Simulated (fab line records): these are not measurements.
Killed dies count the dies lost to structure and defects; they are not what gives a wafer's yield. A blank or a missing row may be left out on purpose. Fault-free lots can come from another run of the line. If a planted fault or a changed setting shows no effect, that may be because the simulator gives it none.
Which of the tools did it? ; flow gf180mcu ; Sampling: 13 lots, 39 wafers, 2 of 602 route steps

WHAT EACH GAUGE READ, for each wafer
GF_SALICIDE_THK_MEAS_05: measures by xrf.
lot;measured;on;SALICIDE_TIN_THK (nm)
L293;day 15 09:05;film metro-04;19.53 19.63 19.89
L295;day 16 00:46;film metro-02;19.65 19.87 19.75
L296;day 16 05:59;film metro-01;19.92 19.59 19.71
L297;day 16 10:26;film metro-02;19.42 19.52 19.59
L298;day 16 19:10;film metro-02;19.92 19.60 19.94
L299;day 17 04:07;film metro-02;19.54 19.98 19.80
L300;day 17 16:04;film metro-01;20.02 20.07 19.96
L301;day 18 03:07;film metro-01;19.56 19.57 19.74
L312;day 22 01:05;film metro-02;20.14 20.25 19.92
L313;day 22 04:14;film metro-02;20.03 20.04 19.88
L314;day 22 14:34;film metro-01;20.29 20.23 20.31
L315;day 22 20:11;film metro-04;20.45 20.57 20.37
L316;day 23 03:29;film metro-04;19.35 19.71 19.70

WHICH TOOL RAN EACH LOT (tool, then ch and the chambers of the sampled wafers, then the start)
lot;GF_SAB_ETCH_11
L293;rie diel-01 ch 0,3, day 15 08:32
L295;rie diel-01 ch 1,3, day 16 00:15
L296;rie diel-03 ch 0,1,2, day 16 05:27
L297;rie diel-01 ch 0,2,3, day 16 09:53
L298;rie diel-01 ch 0,2,3, day 16 18:38
L299;rie diel-04 ch 0,1,2, day 17 03:36
L300;rie diel-03 ch 0,3, day 17 15:33
L301;rie diel-03 ch 0,1,3, day 18 02:33
L312;rie diel-04 ch 1,3, day 22 00:26
L313;rie diel-01 ch 1,2,3, day 22 03:42
L314;rie diel-04 ch 1,2,3, day 22 14:02
L315;rie diel-03 ch 1,2, day 22 19:29
L316;rie diel-01 ch 0,2,3, day 23 02:53
- GF_SAB_ETCH_11: etches SiO2 in C4F8/O2/Ar, target depth 55 nm, time 8.5 s.

WHAT THE TOOLS THEMSELVES READ (means of the sampled wafers that have a number; where no wafer has one, the mark that the record gives instead)
GF_SAB_ETCH_11.
lot;tool;oes product au (a.u.)
L293;rie diel-01;0.996
L295;rie diel-01;1.000
L296;rie diel-03;1.009
L297;rie diel-01;1.001
L298;rie diel-01;1.003
L299;rie diel-04;0.999
L300;rie diel-03;1.006
L301;rie diel-03;1.011
L312;rie diel-04;1.003
L313;rie diel-01;0.999
L314;rie diel-04;0.990
L315;rie diel-03;1.004
L316;rie diel-01;1.005

THE ANSWER, worked out from the rows above alone
Rule: usual is defined by the lots themselves. The widest of any qualifying gaps counts: lots, ordered by their means at a reading, are off when they make up no more than a third of the lots, leave a main group of 4 or more, and stand apart from it by 3 or more times the standard deviation of that group's means. A main group is skipped when, at the precision printed for the reading in the tables above, its means are all equal. Also off: a lot with no number at a reading for which 4 or more lots have one. Where the step has rows for the other lots, those lots are counted as sound. First the gauges in route order, then the tools' own readings, where a lot's mean is used as printed above. At the first step where some lot is off, the reading lying furthest off is the one used; lots without a number count as furthest.
None of the lots is off at any reading shown; this tells nothing.

WHAT THE SIMULATOR HAD PUT IN
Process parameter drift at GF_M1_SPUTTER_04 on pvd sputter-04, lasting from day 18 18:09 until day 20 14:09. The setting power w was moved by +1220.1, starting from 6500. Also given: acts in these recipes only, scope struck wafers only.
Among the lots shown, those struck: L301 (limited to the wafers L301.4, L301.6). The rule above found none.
